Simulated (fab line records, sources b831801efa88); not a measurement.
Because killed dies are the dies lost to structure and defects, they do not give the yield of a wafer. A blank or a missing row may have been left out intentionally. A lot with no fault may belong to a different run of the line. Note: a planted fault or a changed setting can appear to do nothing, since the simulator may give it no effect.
Matching of chambers || flow sky130 || cmp-01 running SKY_VIA3_CMP_02: 4 sister chambers
The step polishes SiO2. 4 wafers are shown with their chamber, then 8 later ones without.

## WAFERS PAIRED WITH THEIR CHAMBERS
{"wafer": "L225.1", "chamber": 2, "motorCurrentA (A)": 12.8}
{"wafer": "L225.2", "chamber": 1, "motorCurrentA (A)": 10.7}
{"wafer": "L225.4", "chamber": 3, "motorCurrentA (A)": 12.7}
{"wafer": "L228.1", "chamber": 0, "motorCurrentA (A)": 12.7}

## WAFERS WITHOUT THEIR CHAMBER
{"wafer": "L228.2", "motorCurrentA (A)": 12.8}
{"wafer": "L228.6", "motorCurrentA (A)": 12.9}
{"wafer": "L229.2", "motorCurrentA (A)": 10.8}
{"wafer": "L229.3", "motorCurrentA (A)": 13.0}
{"wafer": "L229.6", "motorCurrentA (A)": 13.1}
{"wafer": "L231.2", "motorCurrentA (A)": 13.1}
{"wafer": "L231.3", "motorCurrentA (A)": 12.7}
{"wafer": "L231.4", "motorCurrentA (A)": 10.6}

## THE CHAMBER EACH PASSED THROUGH
{"wafer": "L228.2", "from the rows above": "can't be placed: 2 or 0 or 3", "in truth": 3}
{"wafer": "L228.6", "from the rows above": "can't be placed: 2 or 0 or 3", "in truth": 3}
{"wafer": "L229.2", "from the rows above": 1, "in truth": 1}
{"wafer": "L229.3", "from the rows above": "can't be placed: 2 or 0 or 3", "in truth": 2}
{"wafer": "L229.6", "from the rows above": "can't be placed: 2 or 0 or 3", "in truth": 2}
{"wafer": "L231.2", "from the rows above": "can't be placed: 2 or 0 or 3", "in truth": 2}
{"wafer": "L231.3", "from the rows above": "can't be placed: 0 or 3 or 2", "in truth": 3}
{"wafer": "L231.4", "from the rows above": 1, "in truth": 1}
Correct placement for 2 of the 8. Unplaceable from these rows: 6, with the true chamber sitting among the candidates in 6. Wrongly placed: 0.
How it was worked out, from the rows above alone: a wafer's distance from a chamber is the root of the sum, over the readings, of the square of ((its reading less the chamber's mean) divided by the reading's scatter). The wafer belongs to the nearest chamber; if the next one is less than 2 further off, it can't be placed. A chamber's mean is the mean of its shown wafers. The scatter: with one shown wafer a chamber, the root of the mean of the squares of how far each hidden wafer lies from its nearest shown one.
